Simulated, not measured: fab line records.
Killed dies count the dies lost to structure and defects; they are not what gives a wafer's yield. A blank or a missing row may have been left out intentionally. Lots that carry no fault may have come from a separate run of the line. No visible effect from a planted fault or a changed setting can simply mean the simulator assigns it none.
fab line records	flow gf180mcu
record lots=7	wafers=21	lastDay=34
route steps=602 shown LVPWELL@60 MVSD@66 MVPSD@78 PASSIVATION@602
lots with no fault: from the same line, run without faults
startH: hours from the record's opening day to when the first of the lot's shown wafers began	waitH: hours from the lot's prior step to this one	" unchanged from the row above	L1.1+2: a row that stands for several wafers	- no value, or no start was given	* or withheld: withheld	< > ~ a bound
route shown NAME@n: a module of which the file shows steps, and the number in the route of the first	usual: mean/standard deviation taken from wafers without a fault	same: alike in all rows	chamber/n: place in a boat	sites: readings site by site	_std_site: how widely they spread, as a standard deviation	_edge_site: inner sites' mean taken away from outer sites' mean	radiusMm: how far each site lies from the wafer's centre	mask NAME#n: copy n	behind: the tool/chamber that last shaped the wafer	hold: the reason the lot was held/the length of the hold in hours/how it ended	device: the n, p or np transistor that did not switch	end of line: the route-end tests of the same wafers	a step given without rows: its recipe and nothing more	killed: dies lost to structure and defects at the first sort, not the wafer's yield	map: per-die view of a wafer (x killed, . not killed, _ where there is no die)
set.NAME: the run value of the setting; set.NAME@STEP: its run value at that earlier step	model.NAME: the simulator's own value behind a step, which no gauge read
certain route steps with their lots: each step a table, each wafer a row
services: when a tool's chamber went out of use (startH, in hours from the record's first day, below 0 if earlier), for how many hours, and the reason
## steps
# step GF_LVPWELL_DEVELOP_06
# recipe wallAngleDeg=90	developTimeS=60	devTempC=23
# step GF_LVPWELL_OVL_MEAS_07
# usual LVPWELL_OVL=0.4/1.3
lot.wafer	tool	chamber	startH	waitH	LVPWELL_OVL[nm]
L954.1	overlay-01	-	74.18	-	-0.8
L954.4	"	-	"	"	1.4
L954.5	"	-	"	"	0.0
L956.3	overlay-02	-	86.59	-	-1.6
L956.4	"	-	"	"	0.0
L956.5	"	-	"	"	-2.3
L963.3	overlay-01	-	123.35	-	0.7
L963.4	"	-	"	"	2.7
L963.5	"	-	"	"	0.8
L966.2	overlay-02	-	147.51	-	2.6
L966.3	"	-	"	"	0.6
L966.5	"	-	"	"	1.6
L967.1	overlay-02	-	149.19	-	1.5
L967.3	"	-	"	"	-0.4
L967.6	"	-	"	"	0.5
L972.1	overlay-02	-	174.80	-	-0.7
L972.3	"	-	"	"	0.1
L972.4	"	-	"	"	-0.8
L975.2	overlay-02	-	193.99	-	0.3
L975.4	"	-	"	"	-1.0
L975.5	"	-	"	"	-1.5
# step GF_LVPWELL_IMPLANT_08
# recipe species=B	energyKev=170	doseCm2=1.5e+13	tiltDeg=0
# step GF_LVPWELL_IMPLANT_09
# recipe species=B	energyKev=60	doseCm2=5e+12	tiltDeg=0
# step GF_LVPWELL_STRIP_10
# recipe chemistry=O2/N2	powerW=1400	pressureMtorr=1500	platenTempC=250	o2FlowSccm=3000	n2FlowSccm=300	overashFraction=0.5
# usual drypumpMotorCurrentA=5.6/0.42	heaterPowerW=322/12	oesProductAu=0.722/0.0044	stripTimeToEndpointS=36.90/0.092
lot.wafer	tool	chamber	startH	waitH	drypumpMotorCurrentA	heaterPowerW	oesProductAu	rfHoursCounterH	stripTimeToEndpointS
L954.1	plasmaAsher-04	1	74.52	0.1	4.8	311	0.723	41	36.81
L954.4	"	1	"	"	4.8	309	0.727	-	36.86
L954.5	"	1	"	"	4.8	312	0.728	-	36.77
L956.3	plasmaAsher-03	1	86.95	0.1	5.4	340	0.723	-	36.95
L956.4	"	0	"	"	6.1	322	0.721	-	36.99
L956.5	"	1	"	"	5.5	348	0.714	-	37.02
L963.3	plasmaAsher-02	1	123.71	0.1	6.0	317	0.722	-	36.88
L963.4	"	0	"	"	5.4	321	0.726	-	36.86
L963.5	"	1	"	"	6.0	315	0.726	-	36.89
L966.2	plasmaAsher-04	1	147.84	0.1	4.8	314	0.723	47	36.97
L966.3	"	0	"	"	5.5	323	0.727	-	36.95
L966.5	"	1	"	"	4.8	308	0.725	-	37.00
L967.1	plasmaAsher-03	1	149.52	0.1	5.4	347	0.723	35	36.85
L967.3	"	0	"	"	6.1	322	0.719	-	36.85
L967.6	"	0	"	"	6.1	314	0.719	-	36.98
L972.1	plasmaAsher-04	1	175.14	0.1	4.8	297	0.718	50	36.93
L972.3	"	1	"	"	4.8	319	0.722	-	36.83
L972.4	"	0	"	"	5.5	331	0.724	-	36.75
L975.2	plasmaAsher-04	0	194.32	0.1	5.5	313	0.731	52	36.90
L975.4	"	0	"	"	5.5	323	0.730	-	37.03
L975.5	"	0	"	"	5.5	319	0.719	-	36.94
# step GF_LVPWELL_TW_MEAS_11
# usual LVPWELL_TW=562/4.2
lot.wafer	tool	chamber	startH	waitH	LVPWELL_TW
L954.1	filmMetro-03	-	74.62	0.1	564
L954.4	"	-	"	"	564
L954.5	"	-	"	"	563
L956.3	filmMetro-04	-	87.04	0.1	561
L956.4	"	-	"	"	562
L956.5	"	-	"	"	564
L963.3	filmMetro-04	-	123.79	0.1	565
L963.4	"	-	"	"	568
L963.5	"	-	"	"	564
L966.2	filmMetro-03	-	147.95	0.1	559
L966.3	"	-	"	"	561
L966.5	"	-	"	"	559
L967.1	filmMetro-04	-	149.62	0.1	565
L967.3	"	-	"	"	566
L967.6	"	-	"	"	565
L972.1	filmMetro-04	-	175.24	0.1	564
L972.3	"	-	"	"	565
L972.4	"	-	"	"	563
L975.2	filmMetro-04	-	194.43	0.1	565
L975.4	"	-	"	"	564
L975.5	"	-	"	"	569
# step GF_MVSD_DEHYDRATE_00
# recipe tempC=200	timeS=60
# step GF_MVSD_HMDS_01
# recipe primeTimeS=60	primeTempC=120
# step GF_MVSD_COAT_02
# recipe spinRpm=2000	resistThkNm=3000
# step GF_MVSD_SOFTBAKE_03
# recipe tempC=110	timeS=withheld
# step GF_MVSD_EXPOSE_04
# recipe maskId=MVSD	targetCdNm=1000	na=0.6	sourceShape=conventional	sigmaOuter=0.6	doseMj=260
# step GF_MVSD_PEB_05
# recipe tempC=115	timeS=withheld
# step GF_MVSD_DEVELOP_06
# recipe wallAngleDeg=90	developTimeS=60	devTempC=23
lot.wafer	tool	chamber	startH	waitH
L954.1+4+5	lithoTrack-02	0	88	-
L956.3+4+5	lithoTrack-03	0	100	-
L963.3+4+5	lithoTrack-02	0	138	-
L966.2+3+5	lithoTrack-02	0	163	-
L967.1+3+6	lithoTrack-02	0	164	-
L972.1+3+4	lithoTrack-03	0	191	-
L975.2+4+5	lithoTrack-03	0	211	-
# step GF_MVSD_OVL_MEAS_07
# usual MVSD_OVL=0.7/1.2
lot.wafer	tool	chamber	startH	waitH	MVSD_OVL[nm]
L954.1	overlay-01	-	88.41	-	-1.1
L954.4	"	-	"	"	0.2
L954.5	"	-	"	"	-0.6
L956.3	overlay-02	-	101.05	-	2.3
L956.4	"	-	"	"	1.4
L956.5	"	-	"	"	3.1
L963.3	overlay-01	-	138.77	-	-
L963.4	"	-	"	"	-
L963.5	"	-	"	"	-
L966.2	overlay-02	-	163.36	-	-
L966.3	"	-	"	"	-
L966.5	"	-	"	"	-
L967.1	overlay-01	-	164.95	-	-
L967.3	"	-	"	"	-
L967.6	"	-	"	"	-
L972.1	overlay-02	-	191.34	-	0.1
L972.3	"	-	"	"	1.6
L972.4	"	-	"	"	0.1
L975.2	overlay-02	-	211.24	-	1.2
L975.4	"	-	"	"	1.3
L975.5	"	-	"	"	1.4
# step GF_MVSD_IMPLANT_08
# recipe species=P	energyKev=400	doseCm2=1.6e+13	tiltDeg=0
# step GF_MVSD_IMPLANT_09
# recipe species=P	energyKev=100	doseCm2=5e+12	tiltDeg=0
# step GF_MVSD_STRIP_10
# recipe chemistry=O2/N2	powerW=1400	pressureMtorr=1500	platenTempC=250	o2FlowSccm=3000	n2FlowSccm=300	overashFraction=0.5
# usual drypumpMotorCurrentA=5.4/0.43	heaterPowerW=331/18	oesProductAu=0.722/0.0042	stripTimeToEndpointS=36.93/0.088
lot.wafer	tool	chamber	startH	waitH	drypumpMotorCurrentA	heaterPowerW	oesProductAu	rfHoursCounterH	stripTimeToEndpointS
L954.1	plasmaAsher-03	1	88.74	0.1	5.5	343	0.717	27	37.01
L954.4	"	1	"	"	5.5	348	0.732	-	36.94
L954.5	"	1	"	"	5.5	349	0.723	-	36.89
L956.3	plasmaAsher-04	1	101.41	0.1	4.8	301	0.725	-	36.87
L956.4	"	0	"	"	5.5	316	0.727	-	36.98
L956.5	"	0	"	"	5.5	318	0.715	-	36.87
L963.3	plasmaAsher-03	1	139.12	0.1	5.5	350	0.727	-	37.02
L963.4	"	0	"	"	6.1	317	0.717	-	36.95
L963.5	"	1	"	"	5.5	355	0.719	-	36.91
L966.2	plasmaAsher-03	0	163.69	0.1	6.1	322	0.724	37	36.96
L966.3	"	0	"	"	6.1	326	0.721	-	36.87
L966.5	"	1	"	"	5.5	340	0.723	-	36.90
L967.1	plasmaAsher-04	1	165.29	0.1	4.8	307	0.726	49	36.80
L967.3	"	0	"	"	5.6	321	0.718	-	36.96
L967.6	"	1	"	"	4.8	306	0.715	-	36.85
L972.1	plasmaAsher-01	0	191.67	0.1	5.2	352	0.720	54	37.01
L972.3	"	1	"	"	5.1	357	0.725	-	36.89
L972.4	"	0	"	"	5.2	354	0.727	-	37.02
L975.2	plasmaAsher-04	0	211.57	0.1	5.6	320	0.726	53	36.87
L975.4	"	1	"	"	4.8	307	0.722	-	36.97
L975.5	"	0	"	"	5.5	324	0.723	-	36.95
# step GF_MVSD_TW_MEAS_11
# usual MVSD_TW=1582/13
lot.wafer	tool	chamber	startH	waitH	MVSD_TW
L954.1	filmMetro-02	-	88.84	0.1	1567
L954.4	"	-	"	"	1570
L954.5	"	-	"	"	1565
L956.3	filmMetro-03	-	101.49	0.1	1579
L956.4	"	-	"	"	1589
L956.5	"	-	"	"	1572
L963.3	filmMetro-04	-	139.21	0.1	1528
L963.4	"	-	"	"	1526
L963.5	"	-	"	"	1517
L966.2	filmMetro-02	-	163.80	0.1	1491
L966.3	"	-	"	"	1491
L966.5	"	-	"	"	1491
L967.1	filmMetro-03	-	165.43	0.1	1504
L967.3	"	-	"	"	1499
L967.6	"	-	"	"	1511
L972.1	filmMetro-02	-	191.77	0.1	1566
L972.3	"	-	"	"	1575
L972.4	"	-	"	"	1585
L975.2	filmMetro-04	-	211.68	0.1	1595
L975.4	"	-	"	"	1585
L975.5	"	-	"	"	1587
# step GF_MVPSD_DEHYDRATE_00
# recipe tempC=200	timeS=60
# step GF_PASSIVATION_PROBE_99
lot.wafer	tool	chamber	startH	waitH	model.etest.nDrift.rsOhmSq	model.etest.ldnmos_10p0.rOnOhmUm	model.etest.ldnmos_10p0.driveUaUm	model.etest.ldnmos_10p0.driveUaUmRange	model.etest.ldnmos_10p0.offLog10AUm
L954.1	prober-01	-	682.04	0.1	1196	3697	528.3	8.001	-12.9
L954.4	prober-01	-	682.19	0.2	1230	3735	534.1	6.826	-13.05
L954.5	prober-01	-	682.24	0.2	1284	3734	533.4	9.484	-13.12
L956.3	prober-02	-	704.72	0.2	1086	3739	530.3	9.411	-13.07
L956.4	prober-02	-	704.77	0.2	1097	3754	531.7	8.644	-12.89
L956.5	prober-02	-	704.82	0.2	1153	3817	526.5	5.091	-13.15
L963.3	prober-02	-	742.47	0.2	1.666e+04	6385	298.8	4.427	-11.69
L963.4	prober-02	-	742.52	0.2	1.842e+04	6591	297.7	2.133	-11.68
L963.5	prober-02	-	742.57	0.2	1.551e+04	6142	310.8	4.733	-11.71
L967.1	prober-01	-	771.19	0.1	8919	5296	347	4.107	-12.39
L967.3	prober-01	-	771.29	0.2	1.003e+04	5470	336.5	4.911	-12.24
L967.6	prober-01	-	771.44	0.2	9111	5319	343.8	3.133	-12.37
L972.1	prober-02	-	795.23	0.1	1091	3730	540.8	5.668	-12.93
L972.3	prober-02	-	795.33	0.2	1140	3771	533.2	11.47	-13.15
L972.4	prober-02	-	795.38	0.2	1095	3733	540.1	9.685	-13.09
L975.2	prober-01	-	813.49	0.1	1150	3738	539.6	7.219	-12.82
L975.4	prober-01	-	813.59	0.2	1130	3723	545.5	5.399	-13.01
L975.5	prober-01	-	813.64	0.2	1132	3765	539.4	8.967	-12.9
# killed by level:class
L954.1 CONTACT:geometricParticle:short=6 V1:geometricParticle:open=5 V3:geometricParticle:open=4 M4:geometricParticle:short=4 STI:geometricParticle:open=3 POLY_GATE:geometricParticle:open=3 M1:geometricParticle:short=3 CONTACT:geometricParticle:open=2
L954.4 V1:geometricParticle:open=4 V4:geometricParticle:open=4 V5:geometricParticle:short=4 V5:geometricParticle:open=4 CONTACT:geometricParticle:short=3 V2:geometricParticle:open=3 M5:geometricParticle:short=3 STI:geometricParticle:open=2
L954.5 CONTACT:geometricParticle:open=4 V5:geometricParticle:open=4 CONTACT:geometricParticle:short=3 V5:geometricParticle:short=3 V2:geometricParticle:short=3 V1:geometricParticle:open=2 V2:geometricParticle:open=2 M3:geometricParticle:short=2
L956.3 V2:geometricParticle:open=5 V5:geometricParticle:open=5 STI:geometricParticle:short=4 CONTACT:geometricParticle:open=3 V4:geometricParticle:open=3 STI:geometricParticle:open=2 DUAL_GATE:geometricParticle:open=2 CONTACT:geometricParticle:short=2
L956.4 V4:geometricParticle:open=6 V5:geometricParticle:open=5 V1:geometricParticle:open=4 CONTACT:geometricParticle:open=3 M1:geometricParticle:short=3 V1:geometricParticle:short=3 V2:geometricParticle:open=3 CONTACT:geometricParticle:short=2
L956.5 V5:geometricParticle:open=6 V3:geometricParticle:open=6 V1:geometricParticle:open=5 V4:geometricParticle:short=4 V3:geometricParticle:short=3 V1:geometricParticle:short=2 V4:geometricParticle:open=2 V5:geometricParticle:short=2
L972.1 V1:geometricParticle:open=5 V4:geometricParticle:open=5 STI:geometricParticle:short=4 M4:geometricParticle:short=4 V2:geometricParticle:open=4 SAB:geometricParticle:short=3 M1:geometricParticle:short=3 V1:geometricParticle:short=3
L972.3 CONTACT:geometricParticle:open=7 V4:geometricParticle:open=7 V5:geometricParticle:open=4 V2:geometricParticle:open=4 CONTACT:geometricParticle:short=3 M3:geometricParticle:short=3 M4:geometricParticle:short=3 V1:geometricParticle:open=2
L972.4 V5:geometricParticle:open=8 STI:geometricParticle:open=4 V2:geometricParticle:open=3 M5:geometricParticle:short=3 STI:geometricParticle:short=2 CONTACT:geometricParticle:open=2 M1:geometricParticle:short=2 SAB:geometricParticle:short=1
L975.2 CONTACT:geometricParticle:open=5 M2:geometricParticle:short=5 V2:geometricParticle:open=5 V3:geometricParticle:open=5 STI:geometricParticle:short=2 POLY_GATE:geometricParticle:open=2 HV_LDD:geometricParticle:open=2 V1:geometricParticle:open=2
L975.4 V4:geometricParticle:open=6 CONTACT:geometricParticle:short=5 V2:geometricParticle:open=5 V1:geometricParticle:open=4 V1:geometricParticle:short=3 M2:geometricParticle:short=3 STI:geometricParticle:short=2 M4:geometricParticle:short=2
L975.5 CONTACT:geometricParticle:open=10 V5:geometricParticle:open=6 STI:geometricParticle:open=5 M1:geometricParticle:short=4 V1:geometricParticle:open=4 V2:geometricParticle:open=4 V3:geometricParticle:open=3 POLY_GATE:geometricParticle:open=2
## services
tool	chamber	startH	hours	kind
plasmaAsher-03	-	55.86	1.2	repair
plasmaAsher-01	-	104.79	14.6	pm
plasmaAsher-04	-	108.12	15.6	pm
plasmaAsher-02	-	108.75	9.0	pm
plasmaAsher-02	0	108.75	9.0	ventCycle
plasmaAsher-02	1	108.75	9.0	ventCycle
plasmaAsher-02	0	117.75	-	clean
plasmaAsher-02	1	117.75	-	clean
## key
firstSign step=GF_MVSD_OVL_MEAS_07	reading=MVSD_OVL	direction=missing
effect step=GF_MVSD_TW_MEAS_11	reading=MVSD_TW	direction=down	sigmas=5.8	usual=1582	struck=1507
modelEffect step=GF_PASSIVATION_PROBE_99	value=etest.nDrift.rsOhmSq	without=1168	struck=1.311e+04
metAt GF_MVSD_DEVELOP_06
struckWafers L963.3,L963.4,L963.5,L966.2,L966.3,L966.5,L967.1,L967.3,L967.6
sortLeftOut L963.3,L963.4,L963.5,L966.2,L966.3,L966.5,L967.1,L967.3,L967.6
testerLeftOut L963,L966,L967
onsetBetween 88 138
fault kind=processParameterDrift	tool=lithoTrack-02	chamber=-	onsetH=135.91	steps=GF_MVSD_DEVELOP_06	channel=developTimeS	offset=*	shape=step	endH=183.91	actsIn=*	stated=*
# testerLeftOut: of these lots the tester's yield and bins aren't shown, on N5 and GAA mostly nor the transistor test; their killed dies are dies lost to structure and defects alone, not to doping, threshold or leakage, so they don't give the yield
# sortLeftOut: the simulated sort isn't trusted on such a fault, so these wafers' sort isn't shown, and their yield isn't known
